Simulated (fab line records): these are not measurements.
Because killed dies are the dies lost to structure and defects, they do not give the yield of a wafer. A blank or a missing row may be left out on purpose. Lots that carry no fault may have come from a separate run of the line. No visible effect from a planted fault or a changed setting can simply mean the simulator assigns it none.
Which tool is to blame? | flow gf180mcu | 7 lots with 21 wafers sampled at 3 steps, on a route of 602 steps

WHAT EACH GAUGE READ, for each wafer
GF_HV_LDD_CD_MEAS_31 targets a cd of 400 nm.
lot  | measured     | on       | cdNm (nm)
L748 | day 11 19:14 | cdSem-02 | 396.8 398.0 401.2
L750 | day 12 06:35 | cdSem-02 | 400.0 401.8 400.3
L752 | day 13 02:05 | cdSem-01 | 397.8 399.0 398.4
L754 | day 14 03:22 | cdSem-02 | 401.0 401.3 401.9
L761 | day 16 03:16 | cdSem-01 | 400.0 401.5 400.7
L766 | day 17 19:05 | cdSem-02 | 397.7 398.8 398.3
L770 | day 18 22:47 | cdSem-02 | 398.5 398.6 400.1

TOOL THAT RAN EACH LOT (tool first, then ch and the chambers of the sampled wafers, then the start)
lot  | GF_DNWELL_IMPLANT_07           | GF_POLY_GATE_ETCH_12
L748 | implanter-01 ch 0, day 3 00:08 | rieDiel-02 ch 0,2, day 9 10:50
L750 | implanter-03 ch 0, day 3 09:56 | rieDiel-01 ch 0,1,2, day 9 21:29
L752 | implanter-01 ch 0, day 3 20:30 | rieDiel-04 ch 0,2, day 10 14:21
L754 | implanter-02 ch 0, day 4 12:01 | rieDiel-04 ch 0,2, day 11 13:09
L761 | implanter-02 ch 0, day 5 19:49 | rieDiel-04 ch 0,1,2, day 13 07:57
L766 | implanter-01 ch 0, day 6 23:44 | rieDiel-01 ch 0,3, day 14 21:26
L770 | implanter-03 ch 0, day 7 20:08 | rieDiel-04 ch 1,2, day 15 23:44
- GF_DNWELL_IMPLANT_07
- GF_POLY_GATE_ETCH_12: etches BARC in N2/H2.

THE ANSWER, worked out from the rows above alone
Rule: the lots themselves supply what counts as usual. Put in order of their means at a reading, lots are off if they are a third of the lots or fewer, leave a main group of 4 or more, and stand apart from it by a gap of 3 or more times the standard deviation of the main group's means; of several such gaps the widest counts. If all means in a main group match to the digits the tables above print for the reading, that group is not used. Also off: a lot with no number at a reading for which 4 or more lots have one. Where the step has rows for the other lots, those lots are counted as sound.
None of the lots is off at any reading shown; this tells nothing.

WHAT THE SIMULATOR PUT IN
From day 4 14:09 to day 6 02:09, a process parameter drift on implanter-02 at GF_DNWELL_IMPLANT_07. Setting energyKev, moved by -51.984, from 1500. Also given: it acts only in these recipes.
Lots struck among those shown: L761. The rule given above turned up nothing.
